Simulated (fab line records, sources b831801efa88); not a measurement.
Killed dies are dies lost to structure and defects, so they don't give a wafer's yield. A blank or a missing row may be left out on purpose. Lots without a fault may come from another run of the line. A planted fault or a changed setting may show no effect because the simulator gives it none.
fab line records | flow gf180mcu
record lots=24 wafers=72 last_day=34
route steps=602 shown MVPSD@88 M1@332 V1@359 V2@383 V3@447
lots that met no fault: from a run of the same line without faults
start_h: hours from the record's first day to the start of the lot's first wafer shown | wait_h: hours since the lot's step before | " the same as in the row above | L1.1+2: a row that stands for several wafers | - no value, or no start given | * or withheld: withheld | < > ~ a bound
route shown NAME@n: a module of which the file shows steps, and the number in the route of the first | usual: mean/standard deviation of fault-free wafers | same: alike in all rows | chamber/n: place in a boat | sites: the reading at each site | _std_site: their standard deviation | _edge_site: outer sites' mean less inner sites' | radius_mm: how far each site lies from the wafer's centre | mask NAME#n: copy n | behind: the tool/chamber that last shaped the wafer | hold: why the lot was held/for how many hours/how that ended | device: the transistor (n, p or np) that didn't switch | end of line: the same wafers' tests at the end of the route | a step without rows: its recipe alone | killed: dies lost to structure and defects at the first sort, not the wafer's yield | map: a wafer's dies, x killed, . not, _ none there
set.NAME: the setting as run; set.NAME@STEP: as run at that earlier step | model.NAME: the simulator's own value behind a step, which no gauge read
steps of the route over a sample of lots; a table a step, a row a wafer
services: from which hour (start_h, from the record's first day; less than 0 if before it) a tool's chamber was out of use, for how many hours, and why
## steps
# step GF_MVPSD_STRIP_10
# recipe chemistry=O2/N2 power_w=1400 pressure_mtorr=1500 platen_temp_c=250 o2_flow_sccm=3000 n2_flow_sccm=300 overash_fraction=0.5
# usual drypump_motor_current_A=5.8/0.56 heater_power_w=360/44 o2_flow_sccm=3002/8.1 oes_product_au=0.723/0.0045 strip_time_to_endpoint_s=36.93/0.11
# columns lot.wafer tool chamber start_h wait_h drypump_motor_current_A heater_power_w o2_flow_sccm oes_product_au rf_hours_counter_h strip_time_to_endpoint_s
L074.1 plasma_asher-03 0 100.17 0.1 5.6 324 3008 0.716 44 36.91
L074.3 " 0 " " 5.6 333 3013 0.718 - 36.84
L074.5 " 0 " " 5.6 316 3008 0.723 - 37.04
L075.1 plasma_asher-04 0 102.66 0.1 6.1 394 2997 0.723 40 36.91
L075.2 " 1 " " 6.6 396 3006 0.725 40 36.88
L075.3 " 1 " " 6.5 403 3004 0.719 - 36.95
L076.1 plasma_asher-04 0 107.84 0.1 6.1 391 3003 0.721 41 36.79
L076.5 " 1 " " 6.6 394 2998 0.719 - 36.87
L076.6 " 0 " " 6.1 394 3007 0.723 - 36.83
L077.1 plasma_asher-04 1 115.36 0.1 6.6 388 2988 0.731 42 37.17
L077.3 " 1 " " 6.6 394 3006 0.724 - 37.12
L077.4 " 0 " " 6.1 402 3016 0.725 - 37.05
L078.1 plasma_asher-04 1 120.11 0.1 6.6 392 2992 0.718 43 36.89
L078.2 " 0 " " 6.1 397 2997 0.725 43 36.90
L078.5 " 0 " " 6.1 401 2990 0.728 - 36.87
L079.1 plasma_asher-04 0 126.21 0.1 6.1 399 3005 0.721 44 36.84
L079.3 " 0 " " 6.1 384 3004 0.722 - 36.90
L079.4 " 1 " " 6.6 393 2987 0.730 - 36.82
L080.3 plasma_asher-03 1 135.60 0.1 4.9 300 3005 0.719 - 36.73
L080.5 " 0 " " 5.6 324 3003 0.723 - 36.80
L080.6 " 1 " " 4.9 296 3003 0.726 - 36.82
L081.3 plasma_asher-04 0 139.12 0.1 6.1 403 3001 0.727 - 36.87
L081.5 " 1 " " 6.6 394 3007 0.719 - 36.88
L081.6 " 0 " " 6.1 402 3009 0.726 - 37.00
L082.1 plasma_asher-04 0 144.29 0.1 6.1 393 2993 0.727 46 37.08
L082.2 " 1 " " 6.6 396 3008 0.717 46 37.05
L082.4 " 0 " " 6.1 399 3007 0.714 - 37.07
L083.3 plasma_asher-04 1 150.70 0.1 6.6 401 2986 0.720 - 37.05
L083.4 " 0 " " 6.0 408 3018 0.728 - 36.90
L083.6 " 0 " " 6.1 400 3010 0.727 - 36.98
L084.2 plasma_asher-02 1 156.16 0.1 5.7 296 3013 0.718 48 37.01
L084.4 " 0 " " 5.1 379 3011 0.723 - 37.02
L084.5 " 0 " " 5.1 380 3008 0.733 - 36.99
L085.2 plasma_asher-04 1 162.54 0.1 6.6 398 3004 0.712 49 36.90
L085.3 " 1 " " 6.6 387 3007 0.724 - 36.95
L085.6 " 0 " " 6.1 397 2994 0.721 - 36.94
L086.2 plasma_asher-03 1 168.94 0.1 4.9 299 3002 0.725 8 36.99
L086.4 " 1 " " 4.9 291 3017 0.723 - 36.90
L086.6 " 1 " " 4.9 286 3008 0.713 - 37.05
L087.1 plasma_asher-02 0 174.39 0.1 5.2 385 2992 0.727 50 36.80
L087.2 " 1 " " 5.6 289 3010 0.722 50 36.80
L087.4 " 1 " " 5.6 297 3005 0.718 - 36.84
L088.1 plasma_asher-04 1 182.51 0.1 6.6 398 3003 0.724 51 36.85
L088.2 " 0 " " 6.1 405 3010 0.722 51 36.77
L088.4 " 1 " " 6.6 391 3006 0.721 - 36.86
L089.3 plasma_asher-02 0 188.42 0.1 5.2 388 3016 0.719 - 36.85
L089.4 " 1 " " 5.6 296 2987 0.722 - 37.03
L089.6 " 0 " " 5.1 386 3002 0.723 - 36.96
L090.1 plasma_asher-02 0 191.91 0.1 5.1 387 2988 0.723 52 36.77
L090.5 " 1 " " 5.7 292 3001 0.726 - 36.92
L090.6 " 0 " " 5.1 383 2984 0.722 - 36.83
L091.1 plasma_asher-02 1 198.41 0.1 5.7 301 3008 0.730 52 36.94
L091.5 " 1 " " 5.7 295 3004 0.722 - 36.89
L091.6 " 0 " " 5.1 375 3008 0.732 - 37.05
L092.1 plasma_asher-02 0 204.51 0.1 5.1 382 3019 0.725 53 36.86
L092.2 " 1 " " 5.7 298 3004 0.717 53 36.86
L092.3 " 0 " " 5.2 383 2993 0.724 - 36.85
L093.2 plasma_asher-04 0 211.76 0.1 6.1 412 2985 0.723 54 37.08
L093.3 " 0 " " 6.1 403 2997 0.725 - 37.09
L093.6 " 0 " " 6.1 405 3002 0.725 - 37.09
L094.1 plasma_asher-03 0 215.41 0.1 5.6 323 3001 0.724 13 37.05
L094.2 " 1 " " 4.9 291 2998 0.719 13 37.05
L094.4 " 0 " " 5.6 325 3005 0.725 - 37.08
L095.3 plasma_asher-02 1 223.80 0.1 5.6 300 3006 0.727 - 36.99
L095.4 " 0 " " 5.2 390 3002 0.715 - 37.05
L095.6 " 1 " " 5.7 307 3001 0.720 - 36.92
L096.3 plasma_asher-02 0 229.35 0.1 5.1 382 3006 0.729 - 36.75
L096.4 " 1 " " 5.7 306 3005 0.714 - 36.78
L096.5 " 0 " " 5.2 377 3010 0.726 - 36.72
L097.1 plasma_asher-02 0 234.29 0.1 5.2 377 2990 0.721 56 37.01
L097.5 " 0 " " 5.2 376 2991 0.731 - 37.16
L097.6 " 1 " " 5.6 300 2999 0.727 - 36.93
# step GF_M1_STRIP_17
# recipe chemistry=O2/N2 power_w=1400 pressure_mtorr=1500 platen_temp_c=250 o2_flow_sccm=3000 n2_flow_sccm=300 overash_fraction=0.5
# usual drypump_motor_current_A=5.5/0.49 heater_power_w=324/28 o2_flow_sccm=3000/9.2 oes_product_au=0.558/0.0053 strip_time_to_endpoint_s=7.87/0.046
# columns lot.wafer tool chamber start_h wait_h drypump_motor_current_A heater_power_w o2_flow_sccm oes_product_au rf_hours_counter_h strip_time_to_endpoint_s
L074.1 plasma_asher-03 0 391.03 0.1 5.6 327 3006 0.553 32 7.82
L074.3 " 0 " " 5.6 323 3003 0.563 - 7.90
L074.5 " 1 " " 4.9 298 2997 0.563 - 7.87
L075.1 plasma_asher-02 1 391.82 0.1 5.7 293 2991 0.557 73 7.92
L075.2 " 0 " " 5.1 380 3002 0.562 73 7.90
L075.3 " 1 " " 5.7 294 3002 0.558 - 7.93
L076.1 plasma_asher-03 1 406.19 0.1 4.9 294 3001 0.552 33 7.82
L076.5 " 0 " " 5.6 329 3000 0.560 - 7.80
L076.6 " 1 " " 4.9 287 3005 0.555 - 7.90
L077.1 plasma_asher-03 1 412.37 0.1 4.9 291 3003 0.552 34 7.88
L077.3 " 1 " " 4.9 292 2998 0.556 - 7.88
L077.4 " 0 " " 5.6 324 3010 0.548 - 7.79
L078.1 plasma_asher-01 1 424.97 0.1 5.4 314 3007 0.558 65 7.88
L078.2 " 0 " " 6.4 351 3001 0.557 65 7.97
L078.5 " 0 " " 6.4 343 2992 0.555 - 7.92
L079.1 plasma_asher-03 0 432.59 0.1 5.6 327 2984 0.556 37 7.99
L079.3 " 0 " " 5.6 327 3002 0.564 - 7.92
L079.4 " 1 " " 4.9 292 2998 0.567 - 7.91
L080.3 plasma_asher-01 0 449.62 0.1 6.4 354 2996 0.558 - 7.83
L080.5 " 1 " " 5.5 318 3003 0.565 - 7.83
L080.6 " 0 " " 6.4 353 3007 0.549 - 7.77
L081.3 plasma_asher-03 0 456.16 0.1 5.6 326 2988 0.563 - 7.89
L081.5 " 1 " " 4.9 294 2991 0.561 - 7.89
L081.6 " 0 " " 5.6 322 2989 0.567 - 7.92
L082.1 plasma_asher-01 1 466.18 0.1 5.4 324 3011 0.561 69 7.81
L082.2 " 0 " " 6.4 348 2991 0.549 69 7.89
L082.4 " 1 " " 5.4 317 2993 0.557 - 7.85
L083.3 plasma_asher-01 0 472.90 0.1 6.4 358 3018 0.563 - 7.88
L083.4 " 1 " " 5.5 320 2987 0.550 - 7.88
L083.6 " 0 " " 6.4 342 3022 0.547 - 7.83
L084.2 plasma_asher-01 1 477.28 0.1 5.5 307 3014 0.558 70 7.92
L084.4 " 1 " " 5.5 309 3004 0.557 - 7.82
L084.5 " 1 " " 5.5 321 3016 0.560 - 7.87
L085.2 plasma_asher-03 1 485.92 0.1 4.9 291 3011 0.561 43 7.91
L085.3 " 0 " " 5.6 320 3001 0.566 - 7.95
L085.6 " 1 " " 4.9 301 3003 0.565 - 7.88
L086.2 plasma_asher-03 1 501.27 0.1 4.9 294 3008 0.562 44 7.87
L086.4 " 1 " " 4.9 293 3001 0.546 - 7.92
L086.6 " 0 " " 5.6 331 2992 0.557 - 7.90
L087.1 plasma_asher-03 0 507.28 0.1 5.7 322 3004 0.559 45 7.83
L087.2 " 1 " " 4.9 296 2989 0.552 45 7.89
L087.4 " 0 " " 5.6 314 3010 0.559 - 7.82
L088.1 plasma_asher-02 0 512.93 0.1 5.2 382 2997 0.558 9 7.83
L088.2 " 1 " " 5.7 310 3018 0.558 9 7.84
L088.4 " 1 " " 5.7 305 3015 0.551 - 7.82
L089.3 plasma_asher-03 1 521.91 0.1 4.9 287 2997 0.561 - 7.85
L089.4 " 0 " " 5.7 328 2990 0.554 - 7.92
L089.6 " 0 " " 5.6 322 3005 0.556 - 7.88
L090.1 plasma_asher-03 0 529.12 0.1 5.6 322 2990 0.551 47 7.77
L090.5 " 1 " " 4.9 294 2986 0.564 - 7.86
L090.6 " 0 " " 5.6 321 2994 0.556 - 7.79
L091.1 plasma_asher-03 0 535.18 0.1 5.6 319 3000 0.556 48 7.85
L091.5 " 0 " " 5.6 329 3002 0.563 - 7.84
L091.6 " 1 " " 4.9 294 3003 0.553 - 7.90
L092.1 plasma_asher-02 1 540.68 0.1 5.7 308 2994 0.557 12 7.89
L092.2 " 0 " " 5.1 387 3011 0.560 12 7.87
L092.3 " 1 " " 5.7 311 3018 0.555 - 7.89
L093.2 plasma_asher-01 1 557.89 0.1 5.5 323 3000 0.563 78 7.92
L093.3 " 1 " " 5.4 314 2994 0.559 - 7.84
L093.6 " 1 " " 5.5 316 2980 0.566 - 7.81
L094.1 plasma_asher-01 1 560.22 0.1 5.4 325 2988 0.563 79 7.90
L094.2 " 0 " " 6.4 341 2995 0.558 79 7.86
L094.4 " 1 " " 5.5 317 2993 0.561 - 7.90
L095.3 plasma_asher-01 0 567.51 0.1 6.4 343 2999 0.554 - 7.87
L095.4 " 1 " " 5.4 315 3002 0.566 - 7.83
L095.6 " 1 " " 5.5 321 3002 0.558 - 7.86
L096.3 plasma_asher-02 0 578.42 0.1 5.1 389 2998 0.553 - 7.90
L096.4 " 1 " " 5.7 306 2998 0.557 - 7.86
L096.5 " 0 " " 5.1 388 2986 0.550 - 7.86
L097.1 plasma_asher-02 1 585.22 0.1 5.6 307 2987 0.559 17 7.92
L097.5 " 0 " " 5.1 386 2995 0.552 - 7.82
L097.6 " 1 " " 5.7 312 3000 0.554 - 7.85
# step GF_V1_RS_MEAS_24
# recipe thk_meas_gauge=four-point-probe reads=W_of_V1_CVD_23+TiN_of_V1_SPUTTER_22+Ti_of_V1_SPUTTER_21
# usual V1_W_RS=0.324/0.0046
# columns lot.wafer tool chamber start_h wait_h V1_W_RS[ohm/sq]
L074.1 film_metro-02 - 416.37 0.1 0.328
L074.3 " - " " 0.325
L074.5 " - " " 0.331
L075.1 film_metro-04 - 417.00 0.1 0.320
L075.2 " - " " 0.330
L075.3 " - " " 0.318
L076.1 film_metro-01 - 432.52 0.1 0.325
L076.5 " - " " 0.329
L076.6 " - " " 0.325
L077.1 film_metro-02 - 438.34 0.1 0.328
L077.3 " - " " 0.335
L077.4 " - " " 0.328
L078.1 film_metro-04 - 451.83 0.1 0.326
L078.2 " - " " 0.321
L078.5 " - " " 0.322
L079.1 film_metro-02 - 459.43 0.1 0.328
L079.3 " - " " 0.326
L079.4 " - " " 0.329
L080.3 film_metro-01 - 475.88 0.1 0.325
L080.5 " - " " 0.323
L080.6 " - " " 0.320
L081.3 film_metro-01 - 482.24 0.1 0.331
L081.5 " - " " 0.324
L081.6 " - " " 0.327
L082.1 film_metro-02 - 492.28 0.1 0.322
L082.2 " - " " 0.313
L082.4 " - " " 0.325
L083.3 film_metro-01 - 499.15 0.1 0.314
L083.4 " - " " 0.327
L083.6 " - " " 0.319
L084.2 film_metro-01 - 503.09 0.1 0.324
L084.4 " - " " 0.322
L084.5 " - " " 0.318
L085.2 film_metro-02 - 511.50 0.1 0.319
L085.3 " - " " 0.325
L085.6 " - " " 0.318
L086.2 film_metro-01 - 527.55 0.1 0.321
L086.4 " - " " 0.326
L086.6 " - " " 0.319
L087.1 film_metro-04 - 532.38 0.1 0.326
L087.2 " - " " 0.315
L087.4 " - " " 0.314
L088.1 film_metro-02 - 537.46 0.1 0.326
L088.2 " - " " 0.313
L088.4 " - " " 0.317
L089.3 film_metro-02 - 547.54 0.1 0.325
L089.4 " - " " 0.329
L089.6 " - " " 0.325
L090.1 film_metro-04 - 553.38 0.1 0.325
L090.5 " - " " 0.328
L090.6 " - " " 0.319
L091.1 film_metro-01 - 559.94 0.1 0.325
L091.5 " - " " 0.326
L091.6 " - " " 0.334
L092.1 film_metro-04 - 564.99 0.1 0.328
L092.2 " - " " 0.331
L092.3 " - " " 0.326
L093.2 film_metro-02 - 582.29 0.1 0.319
L093.3 " - " " 0.324
L093.6 " - " " 0.320
L094.1 film_metro-02 - 584.80 0.1 0.320
L094.2 " - " " 0.320
L094.4 " - " " 0.326
L095.3 film_metro-01 - 591.87 0.1 0.322
L095.4 " - " " 0.322
L095.6 " - " " 0.320
L096.3 film_metro-01 - 601.52 0.1 0.321
L096.4 " - " " 0.323
L096.5 " - " " 0.321
L097.1 film_metro-04 - 608.59 0.2 0.325
L097.5 " - " " 0.327
L097.6 " - " " 0.329
# step GF_V2_THK_MEAS_01
# recipe reads=SiO2_of_V2_CVD_00
# usual V2_CVD_00_THK=597/7
# columns lot.wafer tool chamber start_h wait_h V2_CVD_00_THK[nm]
L074.1 film_metro-04 - 442.50 0.0 608
L074.3 " - " " 603
L074.5 " - " " 603
L075.1 film_metro-04 - 442.77 0.0 585
L075.2 " - " " 607
L075.3 " - " " 599
L076.1 film_metro-04 - 459.33 0.0 589
L076.5 " - " " 593
L076.6 " - " " 609
L077.1 film_metro-04 - 464.19 0.0 593
L077.3 " - " " 589
L077.4 " - " " 591
L078.1 film_metro-04 - 477.24 0.0 589
L078.2 " - " " 580
L078.5 " - " " 592
L079.1 film_metro-02 - 485.66 0.1 600
L079.3 " - " " 603
L079.4 " - " " 602
L080.3 film_metro-02 - 500.94 0.1 596
L080.5 " - " " 596
L080.6 " - " " 587
L081.3 film_metro-03 - 507.22 0.1 602
L081.5 " - " " 598
L081.6 " - " " 605
L082.1 film_metro-04 - 517.36 0.0 600
L082.2 " - " " 594
L082.4 " - " " 592
L083.3 film_metro-04 - 524.07 0.1 576
L083.4 " - " " 585
L083.6 " - " " 595
L084.2 film_metro-03 - 528.02 0.0 600
L084.4 " - " " 600
L084.5 " - " " 599
L085.2 film_metro-04 - 536.18 0.0 602
L085.3 " - " " 595
L085.6 " - " " 590
L086.2 film_metro-03 - 551.63 0.0 594
L086.4 " - " " 606
L086.6 " - " " 588
L087.1 film_metro-04 - 556.59 0.0 597
L087.2 " - " " 592
L087.4 " - " " 594
L088.1 film_metro-04 - 561.30 0.0 595
L088.2 " - " " 596
L088.4 " - " " 597
L089.3 film_metro-04 - 571.10 0.1 600
L089.4 " - " " 599
L089.6 " - " " 593
L090.1 film_metro-04 - 576.91 0.1 594
L090.5 " - " " 597
L090.6 " - " " 600
L091.1 film_metro-02 - 583.99 0.0 591
L091.5 " - " " 602
L091.6 " - " " 594
L092.1 film_metro-02 - 589.10 0.1 601
L092.2 " - " " 601
L092.3 " - " " 594
L093.2 film_metro-04 - 604.84 0.0 603
L093.3 " - " " 603
L093.6 " - " " 596
L094.1 film_metro-03 - 607.48 0.0 598
L094.2 " - " " 609
L094.4 " - " " 593
L095.3 film_metro-02 - 614.45 0.1 610
L095.4 " - " " 606
L095.6 " - " " 605
L096.3 film_metro-03 - 622.91 0.1 598
L096.4 " - " " 605
L096.5 " - " " 595
L097.1 film_metro-04 - 634.94 0.0 604
L097.5 " - " " 604
L097.6 " - " " 593
# step GF_V2_BOW_MEAS_05
# recipe mode=bow
# usual V2_BOW=100/8.1
# columns lot.wafer tool chamber start_h wait_h V2_BOW[um]
L074.1 film_metro-04 - 442.99 0.2 96
L074.3 " - " " 106
L074.5 " - " " 102
L075.1 film_metro-03 - 443.26 0.1 93
L075.2 " - " " 99
L075.3 " - " " 93
L076.1 film_metro-04 - 459.82 0.1 103
L076.5 " - " " 93
L076.6 " - " " 98
L077.1 film_metro-02 - 464.68 0.1 106
L077.3 " - " " 81
L077.4 " - " " 105
L078.1 film_metro-03 - 477.73 0.2 99
L078.2 " - " " 102
L078.5 " - " " 104
L079.1 film_metro-04 - 486.15 0.2 89
L079.3 " - " " 87
L079.4 " - " " 98
L080.3 film_metro-03 - 501.45 0.2 88
L080.5 " - " " 100
L080.6 " - " " 99
L081.3 film_metro-03 - 507.73 0.2 101
L081.5 " - " " 105
L081.6 " - " " 107
L082.1 film_metro-02 - 517.85 0.2 110
L082.2 " - " " 111
L082.4 " - " " 107
L083.3 film_metro-02 - 524.58 0.2 105
L083.4 " - " " 85
L083.6 " - " " 100
L084.2 film_metro-02 - 528.52 0.2 115
L084.4 " - " " 120
L084.5 " - " " 104
L085.2 film_metro-03 - 536.68 0.3 103
L085.3 " - " " 98
L085.6 " - " " 98
L086.2 film_metro-04 - 552.13 0.3 97
L086.4 " - " " 87
L086.6 " - " " 97
L087.1 film_metro-02 - 557.08 0.2 85
L087.2 " - " " 88
L087.4 " - " " 86
L088.1 film_metro-02 - 561.79 0.1 94
L088.2 " - " " 110
L088.4 " - " " 94
L089.3 film_metro-03 - 571.61 0.2 98
L089.4 " - " " 106
L089.6 " - " " 102
L090.1 film_metro-03 - 577.40 0.1 86
L090.5 " - " " 106
L090.6 " - " " 105
L091.1 film_metro-02 - 584.55 0.2 102
L091.5 " - " " 103
L091.6 " - " " 86
L092.1 film_metro-03 - 589.59 0.1 117
L092.2 " - " " 118
L092.3 " - " " 101
L093.2 film_metro-02 - 605.34 0.1 94
L093.3 " - " " 99
L093.6 " - " " 99
L094.1 film_metro-03 - 608.11 0.2 92
L094.2 " - " " 108
L094.4 " - " " 103
L095.3 film_metro-02 - 614.96 0.2 109
L095.4 " - " " 119
L095.6 " - " " 99
L096.3 film_metro-03 - 623.42 0.2 91
L096.4 " - " " 93
L096.5 " - " " 97
L097.1 film_metro-02 - 635.43 0.1 99
L097.5 " - " " 98
L097.6 " - " " 99
# step GF_V3_STRIP_18
# recipe chemistry=O2/N2 power_w=1400 pressure_mtorr=1500 platen_temp_c=250 o2_flow_sccm=3000 n2_flow_sccm=300 overash_fraction=0.5
# usual drypump_motor_current_A=6.0/0.49 heater_power_w=361/36 o2_flow_sccm=3000/7.9 oes_product_au=0.592/0.0047
# columns lot.wafer tool chamber start_h wait_h drypump_motor_current_A heater_power_w o2_flow_sccm oes_product_au rf_hours_counter_h
L074.1 plasma_asher-04 1 518.53 - 6.6 395 3000 0.590 84
L074.3 " 0 " " 6.1 393 3009 0.594 -
L074.5 " 1 " " 6.6 386 3008 0.588 -
L075.1 plasma_asher-01 0 518.85 - 6.4 348 2990 0.593 74
L075.2 " 1 " " 5.5 315 2989 0.589 74
L075.3 " 0 " " 6.4 352 3002 0.597 -
L076.1 plasma_asher-01 1 534.58 - 5.5 322 3015 0.593 76
L076.5 " 0 " " 6.4 354 3003 0.600 -
L076.6 " 1 " " 5.4 318 3017 0.593 -
L077.1 plasma_asher-01 0 538.10 - 6.4 352 2994 0.587 76
L077.3 " 1 " " 5.4 313 3009 0.597 -
L077.4 " 0 " " 6.4 349 3006 0.592 -
L078.1 plasma_asher-01 1 549.60 - 5.4 310 2997 0.596 77
L078.2 " 0 " " 6.4 351 3003 0.586 77
L078.5 " 1 " " 5.4 324 3009 0.594 -
L079.1 plasma_asher-01 0 558.98 - 6.4 340 2996 0.581 78
L079.3 " 0 " " 6.4 348 3003 0.591 -
L079.4 " 1 " " 5.5 326 3010 0.597 -
L080.3 plasma_asher-04 0 572.72 - 6.1 405 2998 0.587 -
L080.5 " 1 " " 6.6 394 2987 0.586 -
L080.6 " 0 " " 6.1 395 2997 0.581 -
L081.3 plasma_asher-02 0 579.68 - 5.1 380 3012 0.587 -
L081.5 " 1 " " 5.7 302 3016 0.592 -
L081.6 " 0 " " 5.1 391 3000 0.593 -
L082.1 plasma_asher-04 1 588.48 - 6.6 385 2995 0.592 92
L082.2 " 0 " " 6.1 395 3005 0.586 92
L082.4 " 0 " " 6.1 401 2992 0.592 -
L083.3 plasma_asher-01 0 593.84 - 6.4 346 2992 0.588 -
L083.4 " 1 " " 5.5 311 2991 0.599 -
L083.6 " 1 " " 5.4 310 2996 0.586 -
L084.2 plasma_asher-01 1 598.83 - 5.4 312 2995 0.593 82
L084.4 " 1 " " 5.4 320 2986 0.587 -
L084.5 " 0 " " 6.4 350 2989 0.595 -
L085.2 plasma_asher-02 1 605.19 - 5.7 306 2996 0.591 19
L085.3 " 1 " " 5.7 299 3001 0.589 -
L085.6 " 0 " " 5.2 375 2994 0.596 -
L086.2 plasma_asher-04 0 619.83 - 6.1 403 2987 0.594 95
L086.4 " 0 " " 6.1 388 2984 0.601 -
L086.6 " 0 " " 6.1 388 2997 0.585 -
L087.1 plasma_asher-04 0 625.34 - 6.1 398 3001 0.590 95
L087.2 " 1 " " 6.6 392 3002 0.597 95
L087.4 " 1 " " 6.6 386 2994 0.594 -
L088.1 plasma_asher-04 1 629.35 - 6.6 396 2998 0.595 96
L088.2 " 0 " " 6.0 404 2993 0.591 96
L088.4 " 0 " " 6.1 401 3003 0.601 -
L089.3 plasma_asher-04 1 637.59 - 6.6 398 2999 0.588 -
L089.4 " 0 " " 6.1 390 3016 0.598 -
L089.6 " 1 " " 6.6 398 2995 0.594 -
L090.1 plasma_asher-01 1 643.14 - 5.4 319 2989 0.600 88
L090.5 " 1 " " 5.4 319 2995 0.592 -
L090.6 " 0 " " 6.4 347 3002 0.597 -
L091.1 plasma_asher-04 1 649.84 - 6.6 400 3008 0.594 98
L091.5 " 1 " " 6.6 404 3000 0.587 -
L091.6 " 0 " " 6.1 401 3005 0.585 -
L092.1 plasma_asher-01 0 653.73 - 6.4 350 3008 0.596 89
L092.2 " 1 " " 5.4 316 3012 0.586 89
L092.3 " 0 " " 6.4 342 2994 0.583 -
L093.2 plasma_asher-02 0 669.08 - 5.1 378 2989 0.588 25
L093.3 " 1 " " 5.7 317 3007 0.588 -
L093.6 " 0 " " 5.1 373 3000 0.592 -
L094.1 plasma_asher-04 0 672.25 - 6.1 390 3013 0.588 100
L094.2 " 1 " " 6.6 398 2992 0.591 100
L094.4 " 1 " " 6.6 392 2976 0.598 -
L095.3 plasma_asher-02 1 677.38 - 5.7 310 3011 0.593 -
L095.4 " 0 " " 5.1 385 2993 0.588 -
L095.6 " 0 " " 5.1 382 3006 0.585 -
L096.3 plasma_asher-01 0 686.41 - 6.4 360 3000 0.596 -
L096.4 " 1 " " 5.4 317 2990 0.594 -
L096.5 " 1 " " 5.5 314 2996 0.596 -
L097.1 plasma_asher-04 1 696.18 - 6.6 394 2996 0.585 103
L097.5 " 1 " " 6.6 392 2996 0.596 -
L097.6 " 0 " " 6.1 403 2995 0.591 -
## services
# columns tool chamber start_h hours kind
plasma_asher-02 - 98.68 51.9 repair
plasma_asher-03 - 108.75 9.0 pm
plasma_asher-01 - 134.71 15.6 pm
plasma_asher-03 - 150.35 2.8 pm
plasma_asher-02 - 150.61 2.8 pm
plasma_asher-03 - 199.69 0.4 repair
plasma_asher-04 - 232.07 2.7 repair
plasma_asher-04 - 232.64 0.3 repair
plasma_asher-04 - 239.36 4.5 repair
plasma_asher-01 - 270.64 2.9 repair
plasma_asher-04 - 277.98 1.9 repair
plasma_asher-04 - 406.50 2.8 pm
plasma_asher-04 - 412.33 1.9 repair
plasma_asher-02 - 421.25 9.0 pm
plasma_asher-02 0 421.25 9.0 vent_cycle
plasma_asher-02 1 421.25 9.0 vent_cycle
plasma_asher-01 - 452.46 2.8 pm
plasma_asher-03 - 527.72 1.3 repair
plasma_asher-03 - 538.37 10.4 repair
plasma_asher-03 - 622.32 1.3 repair
plasma_asher-02 - 622.36 0.9 repair
plasma_asher-02 - 630.60 13.3 repair
plasma_asher-01 - 669.61 4.3 repair
plasma_asher-03 - 682.30 2.8 repair
## key
fault none
